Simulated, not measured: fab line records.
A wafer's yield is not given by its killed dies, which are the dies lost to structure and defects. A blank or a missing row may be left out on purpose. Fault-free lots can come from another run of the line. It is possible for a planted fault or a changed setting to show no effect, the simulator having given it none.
A lot that was struck, set against a sound lot | flow sky130 | 19 steps out of a route of 708
Sound: wafers L348.1, L348.2, L348.3. Struck: wafers L358.1, L358.2, L358.4. Last of all comes the cause.
Per side, at each step with rows, come the tool, then ch with its chambers, and then its first start. Under that, the readings that differ: sound wafers | struck wafers | difference of the means | sigmas: that difference in standard deviations of wafers without a fault.
alike: same words and numbers on both sides, and readings whose means sit less than 2 such deviations apart. not compared: any withheld reading, any reading some wafer has no value for, any bound like >300 that may hide the same value, and any number with overlapping values for which the record gives no deviation.
The two part at a step that has a row with sigmas, a row that says differs or no value, or rows on one side only. Non-overlapping numbers with no deviation appear without sigmas and do not part them. A reading that every wafer of one side lacks parts them only if that side has two wafers or more.

SKY_VIA1_ETCH_15: etches SiO2 in C4F8/O2/Ar, stops on TiN, target depth 351 nm, time 54 s.
  sound on rie diel-01 ch 1,2,3, day 35 16:20; struck on rie diel-02 ch 0,1,3, day 38 16:52
  alike: oes product au
SKY_VIA1_STRIP_16: strips in O2/N2.
  sound on plasma asher-03 ch 0,1, day 35 16:23; struck on plasma asher-04 ch 0,1, day 38 16:55
  alike: drypump motor current A, o2 flow sccm, oes product au, strip time to endpoint s
  not compared: rf hours counter h
then, 3 steps without rows for these wafers: SKY_VIA1_STRIP_17 (strips in post etch residue remover, time 1200 s); SKY_VIA1_CLEAN_18 (cleans in IPA, time 180 s); SKY_VIA1_CLEAN_19 (cleans in O3/DIW).
SKY_VIA1_SPUTTER_20: material TiN, target thk 20 nm, time 80 s.
  sound on pvd sputter-04, day 35 17:00; struck on pvd sputter-01, day 38 17:31
  alike: cathode dc power W, chamber pressure pa, throttle valve pct
then, 1 step without rows for these wafers: SKY_VIA1_CVD_21 (deposits W, target thk 270 nm, time 80.902 s).
SKY_VIA1_RS_MEAS_22: a four-point-probe measurement.
  sound on film metro-01, day 35 17:09; struck on film metro-03, day 38 17:40
  alike: VIA1_W_RS
SKY_VIA1_THK_MEAS_23: measures by xrf.
  sound on film metro-01, day 35 17:16; struck on film metro-03, day 38 17:47
  alike: VIA1_W_THK
SKY_VIA1_CMP_24: polishes, stops on SiO2, t overpolish 15 s, target thk 0 nm.
  sound on cmp-02 ch 0,2,3, day 35 17:20; struck on cmp-02 ch 0,2,3, day 38 17:54
  alike: edge zone pressure frac, motor current A, overpolish run s, time to endpoint s
then, 1 step without rows for these wafers: SKY_METAL2_SPUTTER_00 (material Ti, target thk 15 nm, time 10 s).
SKY_METAL2_SPUTTER_01: material TiN, target thk 20 nm, time 16.7 s.
  sound on pvd sputter-03, day 35 17:39; struck on pvd sputter-04, day 38 18:10
  alike: cathode dc power W, chamber pressure pa, throttle valve pct
SKY_METAL2_SPUTTER_02: material AlCu, target thk 250 nm, time 13.3 s.
  sound on pvd sputter-03, day 35 17:41; struck on pvd sputter-04, day 38 18:12
  no value came back on the struck wafers for cathode dc power W (W), chamber pressure pa (Pa), throttle valve pct (%); on the sound wafers cathode dc power W (W) reads 10602 10602 10597
then, 2 steps without rows for these wafers: SKY_METAL2_SPUTTER_03 (material Ti, target thk 5 nm, time 3.3 s); SKY_METAL2_SPUTTER_04 (material TiN, target thk 70 nm, time 58.3 s).
SKY_METAL2_RS_MEAS_05: a four-point-probe measurement.
  sound on film metro-02, day 35 17:46; struck on film metro-02, day 38 18:17
  reading                 | sound                | struck               | difference | sigmas
  METAL2_ALCU_RS (ohm/sq) | 0.1281 0.1291 0.1282 | 8.7446 8.6971 8.6760 | +8.5774    | +99 or more
SKY_METAL2_THK_MEAS_06: measures by xrf.
  sound on film metro-02, day 35 17:53; struck on film metro-02, day 38 18:25
  reading              | sound             | struck         | difference | sigmas
  METAL2_ALCU_THK (nm) | 254.0 251.5 251.1 | <0.3 <0.3 <0.3 | differs    |
then, 1 step without rows for these wafers: SKY_METAL2_DEHYDRATE_07 (time 60 s).
-- the record jumps here: 11 days lie between the struck wafers' starts before and after (it left off in module METAL2 and takes up again in module PAD_OPEN, whose first step shown is number 708 of the route) --
SKY_PAD_OPEN_PROBE_99:
  sound on prober-02, day 47 04:04; struck on prober-02, day 49 07:34
  reading                  | sound          | struck         | difference | sigmas
  defect limited yield (%) | 83.5 83.1 84.3 | 0 0 0          | -84        | -46
  killed_at_M0_to_M3       | 40 41 46       | 452 453 444    | +407       | +59
  killed dies              | 81 83 77       | 492 492 492    | +412       | +46
  killed on rim            | 11 15 20       | 96 96 96       | +81        | +21
  sort_bin_5_function (%)  | 10.6 10.2 9.3  | 94.7 93.5 92.7 | +83.6      | +56
  sort n pass              | 411 409 415    | 0 0 0          | -412       | -46
  sort yield pct (%)       | 83.5 83.1 84.3 | 0 0 0          | -84        | -46
  alike: killed_at_M4_up, killed at contacts, killed at front end, killed at other, killed open, killed short, sort_bin_3_pad_short, sort_bin_6_memory

## WHERE THEY PART
Earliest at SKY_METAL2_SPUTTER_02; latest, in this record, at SKY_PAD_OPEN_PROBE_99.

WHY: what had been put in by the simulator
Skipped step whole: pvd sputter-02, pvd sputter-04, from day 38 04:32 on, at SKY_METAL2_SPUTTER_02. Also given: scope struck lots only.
